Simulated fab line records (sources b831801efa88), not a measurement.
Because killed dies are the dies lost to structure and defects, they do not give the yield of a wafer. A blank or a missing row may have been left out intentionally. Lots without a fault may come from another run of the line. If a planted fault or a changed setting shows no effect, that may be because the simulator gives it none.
fab line records ; flow gf180mcu
[record] lots = 13; wafers = 39; lastDay = 34
route steps=602 shown HV_LDD@234 NSD@243 SALICIDE@280 CONTACT@299
lots with no fault: from the same line, run without faults
startH: hours from the record's opening day to when the first of the lot's shown wafers began ; waitH: hours since the lot's step before ; " identical to the entry in the row above ; L1.1+2: a row that stands for several wafers ; - either no value or no given start ; * or withheld: withheld ; < > ~ a bound
route shown NAME@n: a module of which the file shows steps, and the number in the route of the first ; usual: mean/standard deviation of fault-free wafers ; same: alike in all rows ; chamber/n: place in a boat ; sites: per-site readings ; _std_site: how widely they spread, as a standard deviation ; _edge_site: inner sites' mean taken away from outer sites' mean ; radiusMm: for every site, how far away it sits from the centre of the wafer ; mask NAME#n: copy n ; behind: the last tool/chamber to shape the wafer ; hold: reason for holding the lot/hours on hold/outcome of the hold ; device: which transistor (n, p or np) failed to switch ; end of line: the same wafers' tests at the end of the route ; a step without rows: its recipe alone ; killed: not the wafer's yield, but the dies lost to structure and defects at the first sort ; map: a wafer's dies, x killed, . not, _ none there
set.NAME: the setting the step ran with; set.NAME@STEP: the setting that earlier step ran with ; model.NAME: the simulator's own value behind a step, which no gauge read
route steps across a sampled set of lots; one table per step, one row per wafer
services: the hour from which a tool's chamber was out of use, counted from the record's first day as startH (under 0 if before that day), plus the number of hours and why
[[steps]]
[step GF_HV_LDD_ETCHBACK_58]
[recipe] chemistry = CH3F/O2; target = Si3N4; stopOn = SiO2; sourceW = 400; biasW = 80; pressureMtorr = 25; ch3fFlowSccm = 40; O2_flow_sccm = 30; timeS = 100; targetDepthA = 900
[usual] chamberPressureMTorr = 25.001/0.024; drypumpMotorCurrentA = 5.7/0.65; oesProductAu = 0.842/0.0062; throttleValvePct = 10.561/0.0092
lot.wafer;tool;chamber;startH;waitH;chamberPressureMTorr;drypumpMotorCurrentA;oesProductAu;rfHoursCounterH;throttleValvePct
L660.2;rieDiel-02;2;272.32;0.0;25.010;6.3;0.848;4;10.570
L660.3;rieDiel-02;1;272.32;0.0;25.012;6.3;0.838;15;10.554
L660.6;rieDiel-02;3;272.32;0.0;24.964;5.4;0.842;-;10.569
L662.1;rieDiel-04;0;291.77;0.1;25.032;4.9;0.840;1;10.579
L662.2;rieDiel-04;3;291.77;0.1;25.028;6.3;0.837;18;10.566
L662.5;rieDiel-04;3;291.77;0.1;24.978;6.3;0.849;-;10.565
L665.1;rieDiel-04;2;325.98;0.1;24.991;6.6;0.836;43;10.557
L665.3;rieDiel-04;3;325.98;0.1;24.979;6.4;0.844;19;10.539
L665.6;rieDiel-04;0;325.98;0.1;24.998;4.9;0.848;-;10.576
L668.1;rieDiel-02;0;342.31;0.1;25.029;6.3;0.836;7;10.559
L668.2;rieDiel-02;3;342.31;0.1;25.028;5.5;0.833;75;10.569
L668.5;rieDiel-02;3;342.31;0.1;24.992;5.5;0.838;-;10.561
L671.2;rieDiel-02;2;363.48;0.0;25.042;6.3;0.854;6;10.566
L671.5;rieDiel-02;2;363.48;0.0;24.987;6.3;0.838;-;10.578
L671.6;rieDiel-02;1;363.48;0.0;24.973;6.3;0.851;-;10.578
L673.1;rieDiel-02;1;380.52;0.1;24.994;6.3;0.833;17;10.563
L673.2;rieDiel-02;2;380.52;0.1;24.951;6.3;0.846;6;10.558
L673.4;rieDiel-02;0;380.52;0.1;25.007;6.3;0.843;8;10.560
L674.2;rieDiel-03;1;387.67;0.0;24.988;5.5;0.854;8;10.561
L674.3;rieDiel-03;3;387.67;0.0;24.953;4.7;0.835;47;10.564
L674.5;rieDiel-03;1;387.67;0.0;24.985;5.4;0.845;-;10.557
L677.1;rieDiel-02;0;410.77;0.1;24.951;6.3;0.848;8;10.565
L677.4;rieDiel-02;1;410.77;0.1;25.031;6.3;0.832;18;10.571
L677.6;rieDiel-02;2;410.77;0.1;25.016;6.3;0.839;-;10.543
L679.1;rieDiel-04;3;428.09;0.1;24.974;6.4;0.850;22;10.577
L679.3;rieDiel-04;2;428.09;0.1;24.971;6.6;0.838;45;10.556
L679.4;rieDiel-04;1;428.09;0.1;24.991;5.2;0.847;91;10.558
L680.2;rieDiel-03;3;438.07;0.0;25.008;4.7;0.854;49;10.555
L680.3;rieDiel-03;2;438.07;0.0;24.991;5.3;0.852;91;10.555
L680.5;rieDiel-03;2;438.07;0.0;25.001;5.3;0.847;-;10.555
L681.2;rieDiel-03;0;444.41;0.0;25.017;4.7;0.841;95;10.566
L681.3;rieDiel-03;1;444.41;0.0;24.953;5.5;0.839;9;10.572
L681.5;rieDiel-03;2;444.41;0.0;24.983;5.3;0.846;-;10.564
L682.3;rieDiel-04;1;451.76;0.0;25.027;5.3;0.840;91;10.573
L682.4;rieDiel-04;0;451.76;0.0;24.969;4.9;0.838;5;10.555
L682.6;rieDiel-04;0;451.76;0.0;24.996;4.9;0.841;-;10.558
L683.2;rieDiel-04;2;462.31;0.0;25.014;6.6;0.841;46;10.561
L683.3;rieDiel-04;0;462.31;0.0;25.054;4.9;0.841;5;10.569
L683.4;rieDiel-04;1;462.31;0.0;25.019;5.3;0.832;92;10.562
[step GF_NSD_OVL_MEAS_08]
[usual] NSD_OVL = -0.8/1.3
lot.wafer;tool;chamber;startH;waitH;NSD_OVL[nm]
L660.2;overlay-02;-;292.03;0.1;-3.5
L660.3;overlay-02;-;292.03;0.1;-2.3
L660.6;overlay-02;-;292.03;0.1;-3.1
L662.1;overlay-01;-;311.97;0.1;-0.4
L662.2;overlay-01;-;311.97;0.1;-2.7
L662.5;overlay-01;-;311.97;0.1;-2.6
L665.1;overlay-01;-;347.37;0.1;0.3
L665.3;overlay-01;-;347.37;0.1;1.8
L665.6;overlay-01;-;347.37;0.1;2.2
L668.1;overlay-02;-;364.61;0.1;-1.3
L668.2;overlay-02;-;364.61;0.1;-1.3
L668.5;overlay-02;-;364.61;0.1;-1.5
L671.2;overlay-01;-;386.78;0.1;-1.2
L671.5;overlay-01;-;386.78;0.1;-0.7
L671.6;overlay-01;-;386.78;0.1;-0.8
L673.1;overlay-02;-;403.07;0.1;-2.7
L673.2;overlay-02;-;403.07;0.1;-1.7
L673.4;overlay-02;-;403.07;0.1;-3.7
L674.2;overlay-01;-;408.96;0.1;0.9
L674.3;overlay-01;-;408.96;0.1;0.2
L674.5;overlay-01;-;408.96;0.1;0.0
L677.1;overlay-01;-;433.77;0.1;0.2
L677.4;overlay-01;-;433.77;0.1;1.2
L677.6;overlay-01;-;433.77;0.1;0.3
L679.1;overlay-02;-;452.37;0.1;-1.2
L679.3;overlay-02;-;452.37;0.1;-1.8
L679.4;overlay-02;-;452.37;0.1;-1.3
L680.2;overlay-01;-;462.06;0.1;-1.6
L680.3;overlay-01;-;462.06;0.1;-0.7
L680.5;overlay-01;-;462.06;0.1;-2.3
L681.2;overlay-02;-;468.53;0.1;0.7
L681.3;overlay-02;-;468.53;0.1;0.2
L681.5;overlay-02;-;468.53;0.1;1.4
L682.3;overlay-01;-;475.83;0.1;-1.6
L682.4;overlay-01;-;475.83;0.1;-1.5
L682.6;overlay-01;-;475.83;0.1;-1.0
L683.2;overlay-01;-;486.17;0.1;0.7
L683.3;overlay-01;-;486.17;0.1;-0.9
L683.4;overlay-01;-;486.17;0.1;0.7
[step GF_SALICIDE_SPUTTER_02]
[recipe] material = Co; targetThkNm = 10; powerW = 1000; timeS = 20; chamberPressurePa = 0.4
[usual] throttleValvePct = 29.9/0.79
lot.wafer;tool;chamber;startH;waitH;throttleValvePct
L660.2;pvdSputter-03;-;333.75;0.0;30.0
L660.3;pvdSputter-03;-;333.75;0.0;29.1
L660.6;pvdSputter-03;-;333.75;0.0;29.8
L662.1;pvdSputter-04;-;354.90;0.0;31.1
L662.2;pvdSputter-04;-;354.90;0.0;28.7
L662.5;pvdSputter-04;-;354.90;0.0;31.0
L665.1;pvdSputter-04;-;394.06;0.0;28.7
L665.3;pvdSputter-04;-;394.06;0.0;30.9
L665.6;pvdSputter-04;-;394.06;0.0;29.0
L668.1;pvdSputter-03;-;410.26;0.0;28.8
L668.2;pvdSputter-03;-;410.26;0.0;28.9
L668.5;pvdSputter-03;-;410.26;0.0;29.0
L671.2;pvdSputter-01;-;432.94;0.0;29.2
L671.5;pvdSputter-01;-;432.94;0.0;30.6
L671.6;pvdSputter-01;-;432.94;0.0;30.0
L673.1;pvdSputter-04;-;450.86;0.0;28.8
L673.2;pvdSputter-04;-;450.86;0.0;31.1
L673.4;pvdSputter-04;-;450.86;0.0;31.3
L674.2;pvdSputter-04;-;458.26;0.0;28.9
L674.3;pvdSputter-04;-;458.26;0.0;30.7
L674.5;pvdSputter-04;-;458.26;0.0;28.7
L677.1;pvdSputter-04;-;483.11;0.0;31.2
L677.4;pvdSputter-04;-;483.11;0.0;29.1
L677.6;pvdSputter-04;-;483.11;0.0;30.8
L679.1;pvdSputter-04;-;501.20;0.0;31.0
L679.3;pvdSputter-04;-;501.20;0.0;30.1
L679.4;pvdSputter-04;-;501.20;0.0;30.9
L680.2;pvdSputter-03;-;510.89;0.0;29.0
L680.3;pvdSputter-03;-;510.89;0.0;28.8
L680.5;pvdSputter-03;-;510.89;0.0;29.2
L681.2;pvdSputter-04;-;517.36;0.0;31.2
L681.3;pvdSputter-04;-;517.36;0.0;30.3
L681.5;pvdSputter-04;-;517.36;0.0;31.0
L682.3;pvdSputter-03;-;524.63;0.0;29.3
L682.4;pvdSputter-03;-;524.63;0.0;29.2
L682.6;pvdSputter-03;-;524.63;0.0;29.3
L683.2;pvdSputter-04;-;535.72;0.0;29.2
L683.3;pvdSputter-04;-;535.72;0.0;30.3
L683.4;pvdSputter-04;-;535.72;0.0;30.9
[step GF_SALICIDE_RS_MEAS_04]
[recipe] thkMeasGauge = four-point-probe; reads = TiN_of_SALICIDE_SPUTTER_03+Co_of_SALICIDE_SPUTTER_02
[usual] SALICIDE_TIN_RS = 16.21/0.28
lot.wafer;tool;chamber;startH;waitH;SALICIDE_TIN_RS[ohm/sq]
L660.2;filmMetro-04;-;333.82;0.0;16.14
L660.3;filmMetro-04;-;333.82;0.0;16.53
L660.6;filmMetro-04;-;333.82;0.0;16.42
L662.1;filmMetro-01;-;354.95;0.0;16.13
L662.2;filmMetro-01;-;354.95;0.0;16.51
L662.5;filmMetro-01;-;354.95;0.0;16.44
L665.1;filmMetro-01;-;394.11;0.0;16.56
L665.3;filmMetro-01;-;394.11;0.0;16.01
L665.6;filmMetro-01;-;394.11;0.0;16.70
L668.1;filmMetro-01;-;410.31;0.0;16.50
L668.2;filmMetro-01;-;410.31;0.0;16.66
L668.5;filmMetro-01;-;410.31;0.0;16.61
L671.2;filmMetro-01;-;433.02;0.0;17.21
L671.5;filmMetro-01;-;433.02;0.0;17.65
L671.6;filmMetro-01;-;433.02;0.0;16.20
L673.1;filmMetro-04;-;450.91;0.0;16.65
L673.2;filmMetro-04;-;450.91;0.0;16.10
L673.4;filmMetro-04;-;450.91;0.0;16.08
L674.2;filmMetro-04;-;458.34;0.0;16.03
L674.3;filmMetro-04;-;458.34;0.0;15.88
L674.5;filmMetro-04;-;458.34;0.0;16.15
L677.1;filmMetro-03;-;483.16;0.0;16.33
L677.4;filmMetro-03;-;483.16;0.0;16.82
L677.6;filmMetro-03;-;483.16;0.0;16.08
L679.1;filmMetro-03;-;501.26;0.0;15.83
L679.3;filmMetro-03;-;501.26;0.0;15.98
L679.4;filmMetro-03;-;501.26;0.0;16.03
L680.2;filmMetro-03;-;510.97;0.0;16.45
L680.3;filmMetro-03;-;510.97;0.0;16.47
L680.5;filmMetro-03;-;510.97;0.0;16.17
L681.2;filmMetro-01;-;517.43;0.0;16.01
L681.3;filmMetro-01;-;517.43;0.0;16.32
L681.5;filmMetro-01;-;517.43;0.0;16.37
L682.3;filmMetro-01;-;524.73;0.1;15.98
L682.4;filmMetro-01;-;524.73;0.1;16.09
L682.6;filmMetro-01;-;524.73;0.1;16.10
L683.2;filmMetro-01;-;535.79;0.0;16.64
L683.3;filmMetro-01;-;535.79;0.0;16.43
L683.4;filmMetro-01;-;535.79;0.0;16.39
[step GF_CONTACT_PEB_12]
[recipe] pebTempC = 135; pebTimeS = 91.77; resist = KrF
[usual] plateSensorTCentreC = 136.13/0.0098; plateSensorTEdgeC = 136.29/0.011
lot.wafer;tool;chamber;startH;waitH;plateSensorTCentreC;plateSensorTEdgeC
L660.2;lithoTrack-03;0;-;-;136.13;136.3
L660.3;lithoTrack-03;0;-;-;136.13;136.31
L660.6;lithoTrack-03;0;-;-;136.12;136.29
L662.1;lithoTrack-03;0;-;-;136.1;136.29
L662.2;lithoTrack-03;0;-;-;136.13;136.3
L662.5;lithoTrack-03;0;-;-;136.12;136.29
L665.1;lithoTrack-02;0;-;-;136.13;136.3
L665.3;lithoTrack-02;0;-;-;136.12;136.28
L665.6;lithoTrack-02;0;-;-;136.13;136.3
L668.1;lithoTrack-02;0;-;-;136.14;136.31
L668.2;lithoTrack-02;0;-;-;136.13;136.31
L668.5;lithoTrack-02;0;-;-;136.14;136.31
L671.2;lithoTrack-04;0;-;-;136.12;136.29
L671.5;lithoTrack-04;0;-;-;136.13;136.31
L671.6;lithoTrack-04;0;-;-;136.15;136.31
L673.1;lithoTrack-04;0;-;-;136.13;136.28
L673.2;lithoTrack-04;0;-;-;136.13;136.28
L673.4;lithoTrack-04;0;-;-;136.14;136.29
L674.2;lithoTrack-04;0;-;-;136.13;136.28
L674.3;lithoTrack-04;0;-;-;136.13;136.29
L674.5;lithoTrack-04;0;-;-;136.13;136.31
L677.1;lithoTrack-02;0;-;-;136.13;136.29
L677.4;lithoTrack-02;0;-;-;136.13;136.3
L677.6;lithoTrack-02;0;-;-;136.13;136.29
L679.1;lithoTrack-02;0;-;-;136.13;136.29
L679.3;lithoTrack-02;0;-;-;136.12;136.3
L679.4;lithoTrack-02;0;-;-;136.13;136.31
L680.2;lithoTrack-03;0;-;-;136.13;136.3
L680.3;lithoTrack-03;0;-;-;136.11;136.29
L680.5;lithoTrack-03;0;-;-;136.13;136.31
L681.2;lithoTrack-02;0;-;-;136.13;136.29
L681.3;lithoTrack-02;0;-;-;136.14;136.28
L681.5;lithoTrack-02;0;-;-;136.14;136.28
L682.3;lithoTrack-04;0;-;-;136.13;136.31
L682.4;lithoTrack-04;0;-;-;136.12;136.3
L682.6;lithoTrack-04;0;-;-;136.14;136.31
L683.2;lithoTrack-02;0;-;-;136.13;136.3
L683.3;lithoTrack-02;0;-;-;136.14;136.3
L683.4;lithoTrack-02;0;-;-;136.14;136.28
[[services]]
tool;chamber;startH;hours;kind
rieDiel-04;0;274.50;14.1;repair
pvdSputter-03;-;278.22;4.6;repair
rieDiel-03;2;295.34;7.4;repair
rieDiel-04;-;307.44;2.8;pm
pvdSputter-04;1;313.71;-;consumableReplace:kit
rieDiel-02;3;319.20;4.0;repair
pvdSputter-01;-;322.40;0.7;repair
pvdSputter-01;-;326.43;7.9;repair
rieDiel-02;0;352.73;4.7;repair
rieDiel-02;-;373.68;2.8;pm
pvdSputter-04;-;385.54;6.6;repair
rieDiel-04;-;390.06;0.6;repair
rieDiel-04;1;390.47;1.4;repair
rieDiel-02;2;396.95;7.3;repair
rieDiel-04;2;406.13;9.2;repair
pvdSputter-03;-;411.34;0.6;repair
pvdSputter-04;-;415.50;3.3;repair
pvdSputter-03;-;416.12;3.4;repair
rieDiel-03;0;430.91;8.2;repair
rieDiel-04;2;500.08;15.3;repair
pvdSputter-03;-;504.33;1.9;repair
pvdSputter-03;-;506.10;1.4;repair
pvdSputter-04;-;526.63;2.8;repair
rieDiel-02;0;534.27;4.5;repair
[[key]]
[firstSign] step = GF_SALICIDE_RS_MEAS_04; reading = SALICIDE_TIN_RS; direction = up; sigmas = 4.4; usual = 16.21; struck = 17.43
effect none on later readings
metAt GF_SALICIDE_SPUTTER_02
struckLots L671
struckWafers L671.2,L671.5
testerLeftOut L671
notActingAt GF_HV_LDD_ETCHBACK_58,GF_NSD_OVL_MEAS_08,GF_CONTACT_PEB_12
[fault] kind = processParameterDrift; tool = pvdSputter-01; chamber = -; onsetH = 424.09; steps = GF_SALICIDE_SPUTTER_02; channel = targetThkNm; offset = -0.6901; shape = step; endH = 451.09; scope = struckWafersOnly; actsIn = theseRecipesOnly; stated = 10
// testerLeftOut: of these lots the tester's yield and bins aren't shown, on N5 and GAA mostly nor the transistor test; their killed dies are dies lost to structure and defects alone, not to doping, threshold or leakage, so they don't give the yield
